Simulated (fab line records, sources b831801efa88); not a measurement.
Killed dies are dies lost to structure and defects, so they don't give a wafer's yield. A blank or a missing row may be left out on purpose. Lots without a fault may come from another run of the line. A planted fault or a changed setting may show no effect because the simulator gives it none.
Which tool did it? | flow sky130 | 24 lots, 72 wafers sampled, at 6 steps of a route of 708

WHAT THE GAUGES READ, wafer by wafer
SKY_CAP2M_RS_MEAS_03: measures by four-point-probe.
lot  | measured     | on            | CAP2M_TIN_RS (ohm/sq)
L074 | day 40 06:44 | film_metro-01 | 7.02 7.09 6.93
L075 | day 40 07:51 | film_metro-01 | 7.02 6.90 6.97
L076 | day 40 08:31 | film_metro-04 | 7.03 7.03 7.24
L078 | day 41 04:46 | film_metro-03 | 6.78 6.84 6.74
L077 | day 41 06:09 | film_metro-01 | 6.90 6.83 6.88
L080 | day 41 13:50 | film_metro-01 | 6.95 7.03 7.02
L079 | day 41 14:59 | film_metro-03 | 6.85 6.96 7.07
L081 | day 41 23:47 | film_metro-01 | 6.92 6.98 6.91
L082 | day 42 02:33 | film_metro-04 | 6.85 6.92 6.93
L083 | day 42 09:38 | film_metro-01 | 6.90 6.84 6.94
L084 | day 42 13:17 | film_metro-03 | 6.78 6.87 6.79
L085 | day 42 22:19 | film_metro-03 | 6.88 7.08 6.92
L087 | day 43 05:05 | film_metro-01 | 6.81 6.92 6.87
L086 | day 43 07:20 | film_metro-03 | 6.84 6.71 6.86
L088 | day 43 07:56 | film_metro-04 | 6.75 6.77 6.88
L089 | day 43 12:55 | film_metro-04 | 6.80 6.95 6.93
L090 | day 43 23:52 | film_metro-01 | 6.81 6.73 6.81
L091 | day 44 19:29 | film_metro-04 | 6.71 6.91 6.73
L092 | day 44 21:07 | film_metro-04 | 6.87 6.80 6.92
L093 | day 45 03:18 | film_metro-03 | 6.86 6.94 7.06
L094 | day 45 04:15 | film_metro-03 | 6.90 6.78 7.04
L095 | day 45 16:11 | film_metro-03 | 7.01 6.86 6.97
L096 | day 45 22:16 | film_metro-01 | 7.09 6.86 7.01
L097 | day 45 22:28 | film_metro-04 | 6.74 6.81 6.76

SKY_CAP2M_OVL_MEAS_12.
lot  | measured     | on         | CAP2M_OVL (nm)
L074 | day 41 06:07 | overlay-01 | 1.6 -0.1 1.8
L075 | day 41 08:00 | overlay-01 | -0.3 0.0 -1.3
L076 | day 41 08:22 | overlay-01 | -0.1 -0.3 0.2
L078 | day 42 04:36 | overlay-02 | -1.2 -0.9 0.9
L077 | day 42 05:25 | overlay-01 | -0.9 -1.1 -1.7
L080 | day 42 12:45 | overlay-02 | 1.2 1.7 1.2
L079 | day 42 14:04 | overlay-02 | 0.5 0.7 0.4
L081 | day 42 22:10 | overlay-02 | 0.3 -0.9 1.1
L082 | day 43 01:19 | overlay-01 | 1.5 1.5 0.0
L083 | day 43 08:42 | overlay-01 | 0.7 -0.5 0.8
L084 | day 43 12:20 | overlay-02 | 0.1 1.3 1.3
L085 | day 43 20:09 | overlay-01 | 1.2 -0.7 -0.2
L087 | day 44 03:26 | overlay-01 | -0.8 -0.8 -3.4
L086 | day 44 05:36 | overlay-01 | 0.1 -0.3 -0.4
L088 | day 44 05:53 | overlay-02 | 0.3 4.0 3.7
L089 | day 44 11:21 | overlay-02 | -1.9 -1.6 -1.9
L090 | day 44 21:33 | overlay-01 | -0.5 2.1 2.1
L091 | day 45 17:22 | overlay-01 | 1.3 1.9 3.1
L092 | day 45 18:27 | overlay-02 | -0.3 0.9 -0.4
L093 | day 46 00:31 | overlay-02 | 1.6 1.0 0.5
L094 | day 46 00:53 | overlay-02 | -1.1 -0.7 -0.8
L095 | day 46 13:03 | overlay-02 | -0.5 -2.7 -0.5
L096 | day 46 17:22 | overlay-02 | 0.3 0.4 1.5
L097 | day 46 18:23 | overlay-02 | -1.8 0.1 -1.5

WHICH TOOL RAN EACH LOT (tool, then ch and the chambers of the sampled wafers, then the start)
lot  | SKY_METAL2_ETCH_18                | SKY_VIA2_STRIP_16                    | SKY_CAPM_CVD_00                 | SKY_VIA3_STRIP_16
L074 | rie_metal-02 ch 0, day 35 17:53   | plasma_asher-04 ch 0,1, day 36 21:32 | pecvd-03 ch 1,2, day 36 22:58   | plasma_asher-02 ch 0,1, day 40 05:07
L075 | rie_metal-04 ch 0,1, day 35 18:50 | plasma_asher-04 ch 0,1, day 36 22:28 | pecvd-03 ch 0,1,2, day 36 23:58 | plasma_asher-03 ch 0,1, day 40 06:13
L076 | rie_metal-02 ch 0, day 35 20:23   | plasma_asher-02 ch 0,1, day 37 00:13 | pecvd-02 ch 1,2, day 37 01:38   | plasma_asher-03 ch 0,1, day 40 06:52
L078 | rie_metal-02 ch 0,1, day 36 18:16 | plasma_asher-02 ch 0,1, day 37 22:04 | pecvd-01 ch 0,2, day 37 23:29   | plasma_asher-03 ch 0,1, day 41 03:04
L077 | rie_metal-04 ch 0,1, day 36 19:23 | plasma_asher-01 ch 0, day 37 22:58   | pecvd-03 ch 0,2, day 38 00:23   | plasma_asher-03 ch 1, day 41 04:32
L080 | rie_metal-04 ch 0,1, day 37 03:58 | plasma_asher-02 ch 0,1, day 38 06:49 | pecvd-01 ch 0,2, day 38 08:14   | plasma_asher-02 ch 0,1, day 41 12:14
L079 | rie_metal-03 ch 0, day 37 05:14   | plasma_asher-01 ch 1, day 38 08:04   | pecvd-03 ch 0,1,2, day 38 09:29 | plasma_asher-04 ch 0,1, day 41 13:22
L081 | rie_metal-04 ch 1, day 37 11:49   | plasma_asher-02 ch 0,1, day 38 15:02 | pecvd-03 ch 0,1,2, day 38 16:28 | plasma_asher-04 ch 0,1, day 41 19:10
L082 | rie_metal-04 ch 1, day 37 15:05   | plasma_asher-02 ch 0, day 38 18:23   | pecvd-02 ch 1,2, day 38 19:49   | plasma_asher-02 ch 0, day 41 22:31
L083 | rie_metal-03 ch 0,1, day 38 02:34 | plasma_asher-02 ch 0,1, day 39 05:08 | pecvd-02 ch 0,1,2, day 39 06:32 | plasma_asher-03 ch 0,1, day 42 07:56
L084 | rie_metal-04 ch 0,1, day 38 05:23 | plasma_asher-04 ch 0,1, day 39 08:02 | pecvd-01 ch 0,1,2, day 39 09:32 | plasma_asher-02 ch 0,1, day 42 11:38
L085 | rie_metal-02 ch 0, day 38 15:25   | plasma_asher-04 ch 0,1, day 39 17:13 | pecvd-01 ch 0,1,2, day 39 18:38 | plasma_asher-03 ch 0, day 42 20:34
L087 | rie_metal-02 ch 0, day 38 22:17   | plasma_asher-01 ch 0,1, day 40 00:50 | pecvd-01 ch 1,2, day 40 02:16   | plasma_asher-02 ch 0,1, day 43 03:28
L086 | rie_metal-04 ch 0,1, day 38 23:37 | plasma_asher-02 ch 0,1, day 40 02:44 | pecvd-02 ch 0,1,2, day 40 04:08 | plasma_asher-03 ch 0,1, day 43 05:34
L088 | rie_metal-03 ch 0,1, day 39 02:31 | plasma_asher-04 ch 0,1, day 40 03:50 | pecvd-03 ch 0,1, day 40 05:16   | plasma_asher-03 ch 0,1, day 43 06:16
L089 | rie_metal-04 ch 0,1, day 39 07:50 | plasma_asher-04 ch 0,1, day 40 09:34 | pecvd-03 ch 0,2, day 40 10:59   | plasma_asher-02 ch 0,1, day 43 11:19
L090 | rie_metal-04 ch 0,1, day 39 18:35 | plasma_asher-04 ch 0,1, day 40 20:29 | pecvd-03 ch 0,1, day 40 22:02   | plasma_asher-03 ch 0,1, day 43 22:16
L091 | rie_metal-02 ch 0,1, day 40 15:10 | plasma_asher-01 ch 1, day 41 17:19   | pecvd-02 ch 0,1,2, day 41 18:58 | plasma_asher-03 ch 0, day 44 17:52
L092 | rie_metal-02 ch 0,1, day 40 16:59 | plasma_asher-04 ch 0,1, day 41 18:49 | pecvd-03 ch 1,2, day 41 20:19   | plasma_asher-04 ch 0,1, day 44 19:31
L093 | rie_metal-04 ch 0, day 41 00:20   | plasma_asher-02 ch 0,1, day 42 01:41 | pecvd-01 ch 1,2, day 42 03:14   | plasma_asher-04 ch 0,1, day 45 01:41
L094 | rie_metal-02 ch 0,1, day 41 01:23 | plasma_asher-04 ch 1, day 42 03:10   | pecvd-03 ch 0,1,2, day 42 05:01 | plasma_asher-04 ch 1, day 45 02:38
L095 | rie_metal-02 ch 0,1, day 41 15:58 | plasma_asher-04 ch 0,1, day 42 16:49 | pecvd-01 ch 0,2, day 42 18:17   | plasma_asher-03 ch 0,1, day 45 14:35
L096 | rie_metal-03 ch 0,1, day 41 18:55 | plasma_asher-02 ch 0,1, day 42 21:49 | pecvd-01 ch 0,1, day 42 23:28   | plasma_asher-04 ch 0,1, day 45 20:38
L097 | rie_metal-03 ch 0,1, day 41 19:34 | plasma_asher-04 ch 0,1, day 42 22:10 | pecvd-02 ch 0,2, day 43 00:04   | plasma_asher-02 ch 1, day 45 20:52
- SKY_METAL2_ETCH_18: etches BARC in N2/H2, stops on SiO2, time 45.9 s, target depth 60 nm.
- SKY_VIA2_STRIP_16: strips in O2/N2.
- SKY_CAPM_CVD_00: deposits SiO2, target thk 15.5 nm.
- SKY_VIA3_STRIP_16: strips in O2/N2.

WHAT THE TOOLS THEMSELVES READ (means of the sampled wafers that have a number; where no wafer has one, the mark that the record gives instead)
SKY_METAL2_ETCH_18.
lot  | tool         | bias_w (W) | drypump_motor_current_A (A) | oes_product_au (a.u.) | throttle_valve_pct (%)
L074 | rie_metal-02 | 99.8       | 6.3                         | 0.856                 | 13.231
L075 | rie_metal-04 | 100.1      | 5.6                         | 0.855                 | 13.227
L076 | rie_metal-02 | 100.1      | 6.3                         | 0.853                 | 13.216
L078 | rie_metal-02 | 99.8       | 6.0                         | 0.853                 | 13.226
L077 | rie_metal-04 | 100.0      | 5.6                         | 0.849                 | 13.236
L080 | rie_metal-04 | 100.5      | 5.6                         | 0.857                 | 13.223
L079 | rie_metal-03 | 100.5      | 5.7                         | 0.854                 | 13.223
L081 | rie_metal-04 | 100.7      | 5.5                         | 0.855                 | 13.220
L082 | rie_metal-04 | 99.6       | 5.5                         | 0.859                 | 13.210
L083 | rie_metal-03 | 100.0      | 5.8                         | 0.855                 | 13.228
L084 | rie_metal-04 | 99.9       | 5.6                         | 0.854                 | 13.219
L085 | rie_metal-02 | 99.9       | 6.3                         | 0.852                 | 13.225
L087 | rie_metal-02 | 100.1      | 6.3                         | 0.850                 | 13.224
L086 | rie_metal-04 | 99.8       | 5.6                         | 0.856                 | 13.230
L088 | rie_metal-03 | 99.8       | 5.8                         | 0.856                 | 13.215
L089 | rie_metal-04 | 100.1      | 5.6                         | 0.853                 | 13.233
L090 | rie_metal-04 | 100.0      | 5.6                         | 0.853                 | 13.217
L091 | rie_metal-02 | 100.1      | 6.0                         | 0.852                 | 13.211
L092 | rie_metal-02 | 100.2      | 5.6                         | 0.853                 | 13.235
L093 | rie_metal-04 | 100.6      | 5.7                         | 0.858                 | 13.227
L094 | rie_metal-02 | 99.7       | 6.0                         | 0.860                 | 13.222
L095 | rie_metal-02 | 100.0      | 6.0                         | 0.855                 | 13.209
L096 | rie_metal-03 | 100.1      | 5.8                         | 0.857                 | 13.226
L097 | rie_metal-03 | 99.7       | 5.8                         | 0.853                 | 13.230

SKY_VIA2_STRIP_16.
lot  | tool            | drypump_motor_current_A (A) | o2_flow_sccm (sccm) | oes_product_au (a.u.) | strip_time_to_endpoint_s (s)
L074 | plasma_asher-04 | 6.2                         | 3012                | 0.404                 | 4.10
L075 | plasma_asher-04 | 6.3                         | 3015                | 0.399                 | 4.07
L076 | plasma_asher-02 | 5.5                         | 2999                | 0.398                 | 4.05
L078 | plasma_asher-02 | 5.5                         | 3009                | 0.403                 | 4.08
L077 | plasma_asher-01 | 6.0                         | 3010                | 0.398                 | 4.02
L080 | plasma_asher-02 | 5.4                         | 2989                | 0.399                 | 4.00
L079 | plasma_asher-01 | 5.3                         | 3010                | 0.396                 | 4.08
L081 | plasma_asher-02 | 5.4                         | 2992                | 0.399                 | 4.05
L082 | plasma_asher-02 | 5.6                         | 2997                | 0.405                 | 4.05
L083 | plasma_asher-02 | 5.5                         | 3004                | 0.399                 | 4.03
L084 | plasma_asher-04 | 6.2                         | 2993                | 0.400                 | 4.07
L085 | plasma_asher-04 | 6.3                         | 3002                | 0.403                 | 4.09
L087 | plasma_asher-01 | 5.8                         | 3006                | 0.397                 | 4.05
L086 | plasma_asher-02 | 5.4                         | 3006                | 0.398                 | 4.08
L088 | plasma_asher-04 | 6.2                         | 3002                | 0.401                 | 4.07
L089 | plasma_asher-04 | 6.2                         | 3002                | 0.399                 | 4.07
L090 | plasma_asher-04 | 6.2                         | 2998                | 0.399                 | 4.05
L091 | plasma_asher-01 | 5.3                         | 2996                | 0.396                 | 4.03
L092 | plasma_asher-04 | 6.3                         | 3000                | 0.395                 | 4.03
L093 | plasma_asher-02 | 5.5                         | 2995                | 0.401                 | 4.04
L094 | plasma_asher-04 | 6.5                         | 3008                | 0.393                 | 4.03
L095 | plasma_asher-04 | 6.2                         | 3010                | 0.401                 | 4.09
L096 | plasma_asher-02 | 5.5                         | 3002                | 0.400                 | 4.05
L097 | plasma_asher-04 | 6.2                         | 2997                | 0.398                 | 4.09

SKY_CAPM_CVD_00.
lot  | tool     | heater_power_w (W)
L074 | pecvd-03 | 789
L075 | pecvd-03 | 742
L076 | pecvd-02 | 648
L078 | pecvd-01 | 587
L077 | pecvd-03 | 731
L080 | pecvd-01 | 641
L079 | pecvd-03 | 752
L081 | pecvd-03 | 749
L082 | pecvd-02 | 728
L083 | pecvd-02 | 703
L084 | pecvd-01 | 600
L085 | pecvd-01 | 642
L087 | pecvd-01 | 660
L086 | pecvd-02 | 678
L088 | pecvd-03 | 659
L089 | pecvd-03 | 647
L090 | pecvd-03 | 663
L091 | pecvd-02 | 717
L092 | pecvd-03 | 825
L093 | pecvd-01 | 692
L094 | pecvd-03 | 691
L095 | pecvd-01 | 617
L096 | pecvd-01 | 605
L097 | pecvd-02 | 761

SKY_VIA3_STRIP_16.
lot  | tool            | drypump_motor_current_A (A) | o2_flow_sccm (sccm) | oes_product_au (a.u.) | strip_time_to_endpoint_s (s)
L074 | plasma_asher-02 | 5.4                         | 2994                | 0.404                 | 4.143
L075 | plasma_asher-03 | 5.5                         | 2993                | 0.403                 | 4.161
L076 | plasma_asher-03 | 5.5                         | 3008                | 0.403                 | 4.128
L078 | plasma_asher-03 | 5.1                         | 3008                | 0.402                 | 4.159
L077 | plasma_asher-03 | 5.8                         | 3021                | 0.407                 | 4.130
L080 | plasma_asher-02 | 5.5                         | 2991                | 0.403                 | 4.160
L079 | plasma_asher-04 | 6.3                         | 3000                | 0.403                 | 4.130
L081 | plasma_asher-04 | 6.2                         | 2997                | 0.403                 | 4.151
L082 | plasma_asher-02 | 5.6                         | 3015                | 0.404                 | 4.137
L083 | plasma_asher-03 | 5.5                         | 3000                | 0.406                 | 4.158
L084 | plasma_asher-02 | 5.4                         | 2998                | 0.404                 | 4.123
L085 | plasma_asher-03 | 4.7                         | 2998                | 0.401                 | 4.129
L087 | plasma_asher-02 | 5.5                         | 2996                | 0.404                 | 4.137
L086 | plasma_asher-03 | 5.1                         | 3011                | 0.405                 | 4.156
L088 | plasma_asher-03 | 5.5                         | 3003                | 0.402                 | 4.168
L089 | plasma_asher-02 | 5.5                         | 3005                | 0.402                 | 4.149
L090 | plasma_asher-03 | 5.1                         | 2996                | 0.403                 | 4.132
L091 | plasma_asher-03 | 4.7                         | 2993                | 0.401                 | 4.128
L092 | plasma_asher-04 | 6.3                         | 2997                | 0.402                 | 4.154
L093 | plasma_asher-04 | 6.3                         | 2995                | 0.401                 | 4.147
L094 | plasma_asher-04 | 6.5                         | 3011                | 0.406                 | 4.192
L095 | plasma_asher-03 | 5.4                         | 2998                | 0.405                 | 4.152
L096 | plasma_asher-04 | 6.2                         | 2995                | 0.403                 | 4.153
L097 | plasma_asher-02 | 5.3                         | 2998                | 0.401                 | 4.141

THE ANSWER, worked out from the rows above alone
Rule: what is usual is taken from the lots themselves. Put in order of their means at a reading, lots are off if they are a third of the lots or fewer, leave a main group of 4 or more, and stand apart from it by a gap of 3 or more times the standard deviation of the main group's means; of several such gaps the widest counts. A main group whose means are all the same, to the digits that the tables above print for the reading, isn't used. A lot without any number at a reading at which 4 lots or more have one is off too. The other lots that the step has rows for count as sound. The gauges are gone through in route order, then the tools' own readings, and for those a lot's mean is taken as printed above. The first step at which some lot is off is used, and at that step the reading that is off furthest; a lot without a number counts as furthest.
No lot is off at any reading shown: from this, nothing can be told.

WHAT THE SIMULATOR HAD PUT IN
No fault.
